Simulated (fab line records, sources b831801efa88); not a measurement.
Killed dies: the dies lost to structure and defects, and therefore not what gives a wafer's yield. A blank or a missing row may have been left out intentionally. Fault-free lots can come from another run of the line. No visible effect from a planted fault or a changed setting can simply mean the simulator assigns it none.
Matching of chambers + flow sky130 + cmp-01 running SKY_VIA2_CMP_24: 4 sister chambers
The step polishes, stops on SiO2, t overpolish 20 s, target thk 0 nm. 8 wafers are shown with their chamber, then 7 later ones without.

== WAFERS, EACH WITH ITS CHAMBER ==
| wafer  | chamber | motor_current_A (A) | time_to_endpoint_s (s) |
|--------|---------|---------------------|------------------------|
| L413.1 | 3       | 12.3                | 99                     |
| L413.3 | 0       | 9.8                 | 106                    |
| L413.5 | 1       | 11.8                | 93                     |
| L414.2 | 1       | 11.2                | 90                     |
| L414.3 | 2       | 12.8                | 102                    |
| L414.6 | 3       | 13.7                | 97                     |
| L423.2 | 2       | 13.4                | 106                    |
| L423.4 | 0       | 9.5                 | 101                    |

== WAFERS WITHOUT THEIR CHAMBER ==
| wafer  | motor_current_A (A) | time_to_endpoint_s (s) |
|--------|---------------------|------------------------|
| L423.5 | 13.4                | 103                    |
| L428.1 | 12.6                | 107                    |
| L428.3 | 11.6                | 93                     |
| L428.4 | 12.3                | 93                     |
| L431.1 | 11.2                | 89                     |
| L431.5 | 12.4                | 106                    |
| L431.6 | 13.4                | 106                    |

== WHICH CHAMBER EACH ONE RAN IN ==
| wafer  | from the rows above     | in truth                   |
|--------|-------------------------|----------------------------|
| L423.5 | can't be placed: 2 or 3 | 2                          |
| L428.1 | 2                       | 2                          |
| L428.3 | 1                       | 1                          |
| L428.4 | can't be placed: 1 or 3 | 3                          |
| L431.1 | 1                       | 1                          |
| L431.5 | can't be placed: 2 or 3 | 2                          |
| L431.6 | 2                       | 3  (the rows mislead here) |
3 of 7 placed correctly. From these rows, 3 cannot be placed; in 3 the true chamber is one of the candidates. Placed wrongly: 1.
How it was worked out, from the rows above alone: a wafer's distance from a chamber is the root of the sum, over the readings, of the square of ((its reading less the chamber's mean) divided by the reading's scatter). The wafer belongs to the nearest chamber; if the next one is less than 2 further off, it can't be placed. Each chamber's mean is taken over the wafers shown for it. The scatter: the root of (the sum of the squares of (reading less its chamber's mean) over the shown wafers, divided by (wafers less chambers)).
